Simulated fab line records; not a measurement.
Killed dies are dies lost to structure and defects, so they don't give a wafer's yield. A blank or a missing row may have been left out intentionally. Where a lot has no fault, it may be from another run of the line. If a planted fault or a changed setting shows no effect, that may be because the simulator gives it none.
Struck lot and sound lot, side by side || flow gf180mcu || 17 steps out of a route of 602
Sound: the wafers L812.1, L812.4, L812.5. Struck: wafers L817.2, L817.3, L817.6. At the end, the cause is stated.
Each step with rows lists, per side, the tool, then ch with its chambers, then its first start. Under that, the readings that differ: sound wafers || struck wafers || difference of the means || sigmas: that difference in standard deviations of wafers without a fault.
alike: a reading whose means differ by less than 2 such deviations, as well as words and numbers matching on both sides. not compared: withheld readings; readings where some wafer has no value; bounds like >300 that might hide an equal value; numbers whose values overlap and for which the record gives no deviation.
Wherever a step has rows on one side only, a row that says differs or no value, or a row with sigmas, the two part there. Non-overlapping numbers with no deviation appear without sigmas and do not part them. A reading missing from all wafers of one side parts the sides only when that side holds two or more wafers.

first, 3 steps without rows for these wafers: GF_V3_EXPOSE_11 (exposes mask Via3, target cd 260 nm); GF_V3_PEB_12 (peb time 90 s); GF_V3_DEVELOP_13 (develop time 60 s).
GF_V3_CD_MEAS_14 targets a cd of 260 nm.
  sound on cd sem-02 at day 25 22:34; struck on cd sem-02 at day 27 10:12
{"reading": "cd nm (nm)", "sound": "258.0 258.2 258.2", "struck": "260.4 260.9 259.8", "difference": "+2.2", "sigmas": "+2"}
GF_V3_OVL_MEAS_15:
  sound on overlay-01 at day 25 22:41; struck on overlay-01 at day 27 10:19
  alike: V3_OVL
GF_V3_ETCH_16: etches BARC in N2/H2.
  sound on rie diel-03 ch 1,3, day 25 22:44; struck on rie diel-03 ch 2,3, day 27 10:20
  alike: drypump motor current A, n2 flow sccm, oes product au, throttle valve pct
GF_V3_ETCH_17: etches SiO2 in C4F8/O2/Ar, stops on TiN, target depth 635 nm.
  sound on rie diel-03 ch 1,3; struck on rie diel-03 ch 2,3
  alike: oes product au
then, 3 steps without rows for these wafers: GF_V3_STRIP_18 (strips in O2/N2); GF_V3_STRIP_19 (strips in post etch residue remover, time 1200 s); GF_V3_CLEAN_20 (cleans in DIW).
GF_V3_SPUTTER_21: material Ti, target thk 15 nm, time 80.02 s.
  sound on pvd sputter-01 at day 25 23:23; struck on pvd sputter-04 at day 27 11:00
  alike: cathode dc power W, throttle valve pct
GF_V3_SPUTTER_22: material TiN, target thk 10 nm, time 40 s.
  sound on pvd sputter-01 at day 25 23:27; struck on pvd sputter-04 at day 27 11:04
  alike: cathode dc power W, throttle valve pct
GF_V3_CVD_23: deposits W, target thk 350 nm, time 104.9 s.
  sound on cvd w-01 ch 0,1, day 25 23:29; struck on cvd w-02 ch 0, day 27 11:08
{"reading": "model.W_of_V3_CVD_23.thk nm (nm)", "sound": "352.5 357.6 350.6", "struck": "533.9 539.5 537", "difference": "+183.2", "sigmas": ""}
  alike: heater power w
GF_V3_RS_MEAS_24: measures by four-point-probe.
  sound on film metro-01 at day 25 23:37; struck on film metro-03 at day 27 11:21
{"reading": "V3_W_RS (ohm/sq)", "sound": "0.324 0.320 0.326", "struck": "0.214 0.212 0.213", "difference": -0.110, "sigmas": -28}
GF_V3_THK_MEAS_25: measures by xrf.
  sound on film metro-01 at day 25 23:44; struck on film metro-03 at day 27 11:28
{"reading": "V3_W_THK (nm)", "sound": "370 374 368", "struck": "540 544 539", "difference": "+170", "sigmas": "+24"}
GF_V3_CMP_26: polishes, stops on SiO2, t overpolish 15 s, target thk 0 nm.
  sound on cmp-02 ch 1,2, day 25 23:47; struck on cmp-02 ch 0,3, day 27 11:31
{"reading": "time to endpoint s (s)", "sound": "89 90 88", "struck": "124 143 138", "difference": "+46", "sigmas": "+10"}
  alike: motor current A, platen rpm
GF_M4_SPUTTER_00: material Ti, target thk 37.5 nm, time 150 s.
  sound on pvd sputter-02 at day 26 00:05; struck on pvd sputter-01 at day 27 11:49
  alike: cathode dc power W, throttle valve pct

WHERE THEY PART
At GF_V3_CD_MEAS_14 first; at GF_V3_CMP_26 last (within this record only). Later steps at which nothing parts them and some readings are alike: GF_M4_SPUTTER_00.

WHY: what had been put in by the simulator
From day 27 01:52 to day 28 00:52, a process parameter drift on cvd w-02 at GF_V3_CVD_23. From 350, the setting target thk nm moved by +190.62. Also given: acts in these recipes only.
